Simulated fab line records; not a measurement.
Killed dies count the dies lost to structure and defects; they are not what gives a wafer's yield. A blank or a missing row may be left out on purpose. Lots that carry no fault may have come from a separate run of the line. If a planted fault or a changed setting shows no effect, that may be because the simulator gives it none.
Matching of chambers + flow gf180mcu + 3 sister chambers for GF_SAB_CVD_00 on pecvd-02
The step deposits SiO2 from TEOS, target thk 50 nm, time 4.9302 s. 15 wafers are shown with their chamber, then 7 later ones without.

## WAFERS WITH THEIR CHAMBER
| wafer  | chamber | heater_power_w (W) |
|--------|---------|--------------------|
| L149.1 | 1       | 775                |
| L149.2 | 0       | 692                |
| L149.5 | 2       | 562                |
| L152.1 | 1       | 716                |
| L152.3 | 0       | 723                |
| L152.6 | 2       | 588                |
| L153.1 | 2       | 621                |
| L153.6 | 1       | 740                |
| L154.1 | 2       | 628                |
| L154.5 | 1       | 778                |
| L156.1 | 2       | 609                |
| L156.4 | 1       | 756                |
| L156.6 | 0       | 688                |
| L165.3 | 2       | 604                |
| L165.5 | 1       | 683                |

SIGNATURES (averages over the wafers above)
| reading        | chamber 0 | chamber 1 | chamber 2 | scatter within a chamber |
|----------------|-----------|-----------|-----------|--------------------------|
| heater_power_w | 701.00    | 741.33    | 602.00    | 29.4                     |
Rule: for a wafer and a chamber, the distance is found by dividing, reading by reading, the gap between the wafer's reading and the chamber's mean by the reading's scatter, squaring, summing and taking the root. The wafer belongs to the nearest chamber; if the next one is less than 2 further off, it can't be placed. The scatter is the square root of a quotient: the sum, over the shown wafers, of each reading's squared deviation from its chamber's mean, divided by wafers minus chambers.

## WAFERS WITHOUT THEIR CHAMBER
| wafer  | heater_power_w (W) |
|--------|--------------------|
| L165.6 | 605                |
| L168.3 | 701                |
| L168.4 | 699                |
| L168.6 | 661                |
| L170.1 | 683                |
| L170.4 | 500                |
| L170.5 | 796                |

## WHICH CHAMBER EACH WENT THROUGH
| wafer  | from the rows above          | in truth |
|--------|------------------------------|----------|
| L165.6 | 2                            | 2        |
| L168.3 | can't be placed: 0 or 1      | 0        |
| L168.4 | can't be placed: 0 or 1      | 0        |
| L168.6 | can't be placed: 0 or 2 or 1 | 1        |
| L170.1 | can't be placed: 0 or 1      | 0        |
| L170.4 | 2                            | 2        |
| L170.5 | can't be placed: 1 or 0      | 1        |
Correctly placed: 2 of 7. Not placeable from these rows: 5 (in 5, the candidates include the true chamber). Wrongly placed: 0.
